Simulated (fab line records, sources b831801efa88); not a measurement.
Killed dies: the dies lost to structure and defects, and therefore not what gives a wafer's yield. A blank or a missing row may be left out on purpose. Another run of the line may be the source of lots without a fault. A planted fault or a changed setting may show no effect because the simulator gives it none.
Check for tools in common || flow gf180mcu || 10 lots and 30 wafers in the sample

WHAT PROMPTED THE OPENING
At GF_VT_IMPLANT_TW_MEAS_21 the reading VT_IMPLANT_2_TW is flagged on 2 of 10 lots. No-fault wafers: 1226, standard deviation 11.
Rule: a lot is flagged when every wafer of it that has a number lies more than 4 standard deviations from that mean, or none has a number. As for the other lots, they are considered sound.

{"lot": "L677", "measured": "day 6 16:46", "on": "film metro-02", "VT_IMPLANT_2_TW, wafer by wafer": "1213 1226 1221", "flag": ""}
{"lot": "L678", "measured": "day 6 17:22", "on": "film metro-03", "VT_IMPLANT_2_TW, wafer by wafer": "1216 1213 1218", "flag": ""}
{"lot": "L679", "measured": "day 7 00:20", "on": "film metro-02", "VT_IMPLANT_2_TW, wafer by wafer": "1219 1209 1209", "flag": ""}
{"lot": "L680", "measured": "day 7 07:20", "on": "film metro-04", "VT_IMPLANT_2_TW, wafer by wafer": "1231 1245 1234", "flag": ""}
{"lot": "L681", "measured": "day 7 11:30", "on": "film metro-04", "VT_IMPLANT_2_TW, wafer by wafer": "1232 1238 1233", "flag": ""}
{"lot": "L687", "measured": "day 8 23:22", "on": "film metro-04", "VT_IMPLANT_2_TW, wafer by wafer": "1135 1135 1136", "flag": "FLAGGED"}
{"lot": "L690", "measured": "day 9 21:01", "on": "film metro-02", "VT_IMPLANT_2_TW, wafer by wafer": "1109 1110 1114", "flag": "FLAGGED"}
{"lot": "L692", "measured": "day 10 04:22", "on": "film metro-02", "VT_IMPLANT_2_TW, wafer by wafer": "1227 1220 1221", "flag": ""}
{"lot": "L695", "measured": "day 10 22:55", "on": "film metro-03", "VT_IMPLANT_2_TW, wafer by wafer": "1212 1214 1211", "flag": ""}
{"lot": "L700", "measured": "day 12 08:16", "on": "film metro-04", "VT_IMPLANT_2_TW, wafer by wafer": "1244 1236 1238", "flag": ""}
Average over the flagged lots: 1123; offset from the usual -103, equal to -9 standard deviations.

TOOL THAT RAN EACH LOT
Before the reading, the record contains 2 process steps out of a 602-step route. Cell contents, in order: the tool; ch with the chambers the sampled wafers went through; the start.
{"lot": "L677", "flag": "", "GF_MVSD_STRIP_10": "plasma asher-04 ch 0,1, day 4 20:21", "GF_VT_IMPLANT_IMPLANT_19": "implanter-01 ch 0, day 6 16:33"}
{"lot": "L678", "flag": "", "GF_MVSD_STRIP_10": "plasma asher-03 ch 0,1, day 4 20:24", "GF_VT_IMPLANT_IMPLANT_19": "implanter-04 ch 0, day 6 17:07"}
{"lot": "L679", "flag": "", "GF_MVSD_STRIP_10": "plasma asher-02 ch 0,1, day 5 03:57", "GF_VT_IMPLANT_IMPLANT_19": "implanter-04 ch 0, day 7 00:05"}
{"lot": "L680", "flag": "", "GF_MVSD_STRIP_10": "plasma asher-02 ch 0,1, day 5 09:54", "GF_VT_IMPLANT_IMPLANT_19": "implanter-04 ch 0, day 7 07:07"}
{"lot": "L681", "flag": "", "GF_MVSD_STRIP_10": "plasma asher-02 ch 0,1, day 5 13:23", "GF_VT_IMPLANT_IMPLANT_19": "implanter-04 ch 0, day 7 11:15"}
{"lot": "L687", "flag": "FLAGGED", "GF_MVSD_STRIP_10": "plasma asher-04 ch 0,1, day 6 22:32", "GF_VT_IMPLANT_IMPLANT_19": "implanter-01 ch 0, day 8 23:08"}
{"lot": "L690", "flag": "FLAGGED", "GF_MVSD_STRIP_10": "plasma asher-03 ch 0,1, day 7 18:01", "GF_VT_IMPLANT_IMPLANT_19": "implanter-01 ch 0, day 9 20:46"}
{"lot": "L692", "flag": "", "GF_MVSD_STRIP_10": "plasma asher-04 ch 0,1, day 8 00:43", "GF_VT_IMPLANT_IMPLANT_19": "implanter-04 ch 0, day 10 04:07"}
{"lot": "L695", "flag": "", "GF_MVSD_STRIP_10": "plasma asher-04 ch 0,1, day 8 17:57", "GF_VT_IMPLANT_IMPLANT_19": "implanter-02 ch 0, day 10 22:40"}
{"lot": "L700", "flag": "", "GF_MVSD_STRIP_10": "plasma asher-03 ch 0,1, day 9 23:47", "GF_VT_IMPLANT_IMPLANT_19": "implanter-04 ch 0, day 12 08:01"}
These steps, and what they do:
- GF_MVSD_STRIP_10: strips in O2/N2.
- GF_VT_IMPLANT_IMPLANT_19
- GF_VT_IMPLANT_TW_MEAS_21

FLAGGED AGAINST TOTAL, ONE TOOL AT A TIME (gauges that did the reading follow at the end)
{"step": "GF_MVSD_STRIP_10", "tool": "plasma asher-02", "lots run": 3, "flagged": 0, "share of the flagged lots": "none", "sound lots run after its first flagged lot": "-"}
{"step": "GF_MVSD_STRIP_10", "tool": "plasma asher-03", "lots run": 3, "flagged": 1, "share of the flagged lots": "some", "sound lots run after its first flagged lot": "1 (L700)"}
{"step": "GF_MVSD_STRIP_10", "tool": "plasma asher-04", "lots run": 4, "flagged": 1, "share of the flagged lots": "some", "sound lots run after its first flagged lot": "2 (L692,L695)"}
{"step": "GF_VT_IMPLANT_IMPLANT_19", "tool": "implanter-01", "lots run": 3, "flagged": 2, "share of the flagged lots": "all", "sound lots run after its first flagged lot": 0}
{"step": "GF_VT_IMPLANT_IMPLANT_19", "tool": "implanter-02", "lots run": 1, "flagged": 0, "share of the flagged lots": "none", "sound lots run after its first flagged lot": "-"}
{"step": "GF_VT_IMPLANT_IMPLANT_19", "tool": "implanter-04", "lots run": 6, "flagged": 0, "share of the flagged lots": "none", "sound lots run after its first flagged lot": "-"}
{"step": "GF_VT_IMPLANT_TW_MEAS_21", "tool": "film metro-02", "lots run": 4, "flagged": 1, "share of the flagged lots": "some", "sound lots run after its first flagged lot": "1 (L692)"}
{"step": "GF_VT_IMPLANT_TW_MEAS_21", "tool": "film metro-03", "lots run": 2, "flagged": 0, "share of the flagged lots": "none", "sound lots run after its first flagged lot": "-"}
{"step": "GF_VT_IMPLANT_TW_MEAS_21", "tool": "film metro-04", "lots run": 4, "flagged": 1, "share of the flagged lots": "some", "sound lots run after its first flagged lot": "1 (L700)"}

WHAT IS ALLOWED BY THE TABLE
1 row of the table ran every flagged lot: implanter-01 at GF_VT_IMPLANT_IMPLANT_19.
- implanter-01 at GF_VT_IMPLANT_IMPLANT_19 ran 3 lots, 2 of them flagged. A fault beginning between L677 (day 6 16:33), its last sound lot, and L687 (day 8 23:08), its first flagged one, fits the data. Its own readings lie more than 4 standard deviations out on every wafer of the flagged lots: dose ions cm2, faraday current uA.
Just one tool remains: implanter-01 at GF_VT_IMPLANT_IMPLANT_19.

WHAT THE SIMULATOR PUT IN
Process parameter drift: implanter-01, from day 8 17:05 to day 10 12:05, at GF_VT_IMPLANT_IMPLANT_19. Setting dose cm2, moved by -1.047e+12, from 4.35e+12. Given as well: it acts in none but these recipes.
Lots struck among those shown: L687, L690. The rule given above showed the same thing.
